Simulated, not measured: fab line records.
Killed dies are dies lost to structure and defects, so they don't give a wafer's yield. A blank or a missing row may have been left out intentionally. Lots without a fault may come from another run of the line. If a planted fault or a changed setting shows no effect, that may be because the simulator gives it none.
A struck lot beside a sound one    flow sky130    15 steps out of a route of 708
Sound: these wafers, L665.1, L665.2, L665.5. The struck wafers were L669.1, L669.3, L669.5. The cause is given at the end.
Each step with rows lists, per side, the tool, then ch with its chambers, then its first start. Under that, the readings that differ: sound wafers    struck wafers    difference of the means    sigmas: that difference in standard deviations of wafers without a fault.
alike: readings whose means differ by less than 2 such deviations, and words and numbers that are the same on both sides. not compared: withheld readings, readings that some wafer has no value for, bounds like >300 that may hide the same value, and numbers for which the record gives no deviation and whose values overlap.
The two part at a step that has a row with sigmas, a row that says differs or no value, or rows on one side only. Non-overlapping numbers with no deviation appear without sigmas and do not part them. Lack of a reading on every wafer of one side parts them only where that side has two or more wafers.

first, 3 steps without rows for these wafers: SKY_CONTACT_EXPOSE_11 (exposes mask CTM1, target cd 170 nm); SKY_CONTACT_PEB_12; SKY_CONTACT_DEVELOP_13 (develop time 60 s).
SKY_CONTACT_CD_MEAS_14 targets a cd of 170 nm.
  sound: cdSem-01 at day 32 00:12; struck: cdSem-02 at day 33 15:29
  alike: cdNm
SKY_CONTACT_OVL_MEAS_15:
  sound: overlay-01 at day 32 00:19; struck: overlay-01 at day 33 15:37
  alike: CONTACT_OVL
SKY_CONTACT_ETCH_16: etches BARC in N2/H2, stops on SiO2, time 45.9 s, target depth 60 nm.
  sound on rieDiel-02 ch 0,1,3, day 32 00:22; struck on rieDiel-02 ch 0,2,3, day 33 15:39
reading    sound           struck            difference  sigmas
biasW (W)  99.3 99.6 99.4  100.3 99.8 100.4  +0.7        +2
  alike: drypumpMotorCurrentA, n2FlowSccm, oesProductAu, throttleValvePct
  not compared: rfHoursCounterH
SKY_CONTACT_ETCH_17: etches SiO2 in C4F8/O2/Ar, stops on Si3N4, target depth 340 nm.
  sound on rieDiel-02 ch 0,1,3, day 32 00:24; struck on rieDiel-02 ch 0,2,3, day 33 15:41
  alike: biasW, oesProductAu
SKY_CONTACT_ETCH_18: etches Si3N4 in CHF3/O2, stops on TiN, time 39 s, target depth 75 nm.
  sound on rieDiel-02 ch 0,1,3; struck on rieDiel-02 ch 0,2,3
reading              sound              struck             difference  sigmas
oesProductAu (a.u.)  0.863 0.857 0.872  0.847 0.850 0.850  -0.015      -2
  alike: O2_flow_sccm, biasW, drypumpMotorCurrentA, throttleValvePct
  not compared: rfHoursCounterH
SKY_CONTACT_STRIP_19: strips in O2/N2.
  sound on plasmaAsher-02 ch 0,1, day 32 00:29; struck on plasmaAsher-01 ch 0,1, day 33 15:47
  alike: drypumpMotorCurrentA, n2FlowSccm, oesProductAu, stripTimeToEndpointS
  not compared: rfHoursCounterH
then, 3 steps without rows for these wafers: SKY_CONTACT_STRIP_20 (strips in post etch residue remover, time 1200 s); SKY_CONTACT_CLEAN_21 (cleans in IPA, time 180 s); SKY_CONTACT_CLEAN_22 (cleans in O3/DIW).
SKY_CONTACT_SPUTTER_23: material TiN, target thk 20 nm, time 80 s.
  sound: pvdSputter-03 at day 32 01:05; struck: pvdSputter-03 at day 33 16:22
  no value came back on the struck wafers for cathodeDcPowerW (W), chamberPressurePa (Pa), throttleValvePct (%); on the sound wafers cathodeDcPowerW (W) reads 3999.5 4000.4 4000.6
SKY_CONTACT_CVD_24: deposits W, target thk 340 nm, time 102.12 s.
  sound on cvdW-01 ch 0,1, day 32 01:08; struck on cvdW-01 ch 0,1, day 33 16:26
  alike: heaterPowerW
-- the record jumps here: 14 days lie between the struck wafers' starts before and after (it left off in module CONTACT and takes up again in module PAD_OPEN, whose first step shown is number 708 of the route) --
SKY_PAD_OPEN_PROBE_99:
  sound: prober-02 at day 46 05:20; struck: prober-02 at day 47 10:26
reading           sound     struck       difference  sigmas
killedAtContacts  21 23 20  443 422 421  +407        +81
killedDies        83 86 83  492 492 492  +408        +44
killedOnRim       16 13 10  96 96 96     +83         +20
  alike: killed_at_M0_to_M3, killed_at_M4_up, killedAtFrontEnd, killedAtOther, killedOpen, killedShort

WHERE THEY PART
Earliest at SKY_CONTACT_ETCH_16; latest, in this record, at SKY_PAD_OPEN_PROBE_99.

WHY: whatever the simulator had introduced
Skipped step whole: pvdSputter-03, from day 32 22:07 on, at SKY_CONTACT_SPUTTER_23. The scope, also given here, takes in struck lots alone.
